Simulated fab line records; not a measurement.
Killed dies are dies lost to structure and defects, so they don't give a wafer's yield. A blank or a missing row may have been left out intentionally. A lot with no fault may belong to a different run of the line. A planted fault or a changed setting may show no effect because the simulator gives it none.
Chamber matching    flow gf180mcu    GF_STI_ETCH_14 on rie-si-01 has 4 sister chambers
The step etches Si in HBr/Cl2/O2, target depth 360 nm, time 102.9 s. 16 wafers are shown with their chamber, then 8 later ones without.

## EACH WAFER AND ITS CHAMBER
wafer   chamber  drypump-motor-current-A (A)  oes-product-au (a.u.)  throttle-valve-pct (%)
L418.1  0        6.6                          1.002                  25.677
L418.2  2        5.6                          0.999                  25.640
L418.4  3        5.5                          0.999                  25.666
L421.1  2        5.6                          1.000                  25.674
L421.3  1        5.5                          1.009                  25.662
L421.6  1        5.5                          1.007                  25.662
L424.1  0        6.6                          1.009                  25.633
L424.3  3        5.6                          0.995                  25.662
L424.5  0        6.6                          0.998                  25.645
L425.2  2        5.6                          0.995                  25.654
L425.3  0        6.7                          0.994                  25.665
L425.6  1        5.5                          0.996                  25.664
L431.1  0        6.6                          1.018                  25.651
L431.3  3        5.5                          0.993                  25.660
L431.6  0        6.6                          1.012                  25.665
L432.1  3        5.5                          0.991                  25.679

SIGNATURES, as means of the wafers listed above
reading                  chamber 0  chamber 1  chamber 2  chamber 3  scatter within a chamber
drypump-motor-current-A  6.617      5.500      5.600      5.525      0.0363
oes-product-au           1.00550    1.00400    0.99800    0.99450    0.00682
throttle-valve-pct       25.65600   25.66267   25.65600   25.66675   0.0132
Rule: for a wafer and a chamber, the distance is found by dividing, reading by reading, the gap between the wafer's reading and the chamber's mean by the reading's scatter, squaring, summing and taking the root. If the next closest chamber is less than 2 further off than the closest, the wafer can't be placed; otherwise it belongs to the closest. The scatter: the root of (the sum of the squares of (reading less its chamber's mean) over the shown wafers, divided by (wafers less chambers)).

## WAFERS WITHOUT THEIR CHAMBER
wafer   drypump-motor-current-A (A)  oes-product-au (a.u.)  throttle-valve-pct (%)
L432.4  5.6                          0.990                  25.648
L432.5  5.6                          1.000                  25.669
L434.2  6.6                          1.001                  25.661
L434.3  5.6                          1.006                  25.662
L434.5  6.7                          1.019                  25.635
L438.1  5.6                          1.005                  25.652
L438.2  5.6                          0.995                  25.666
L438.6  5.6                          1.007                  25.656

## WHICH CHAMBER EACH WENT THROUGH
wafer   from the rows above           in truth
L432.4  can't be placed: 2 or 3       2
L432.5  can't be placed: 2 or 3 or 1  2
L434.2  0                             0
L434.3  can't be placed: 2 or 3 or 1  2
L434.5  0                             0
L438.1  can't be placed: 2 or 3 or 1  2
L438.2  can't be placed: 2 or 3       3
L438.6  can't be placed: 2 or 1 or 3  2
2 of 8 placed correctly. Not placeable from these rows: 6 (in 6, the candidates include the true chamber). Number placed wrongly: 0.
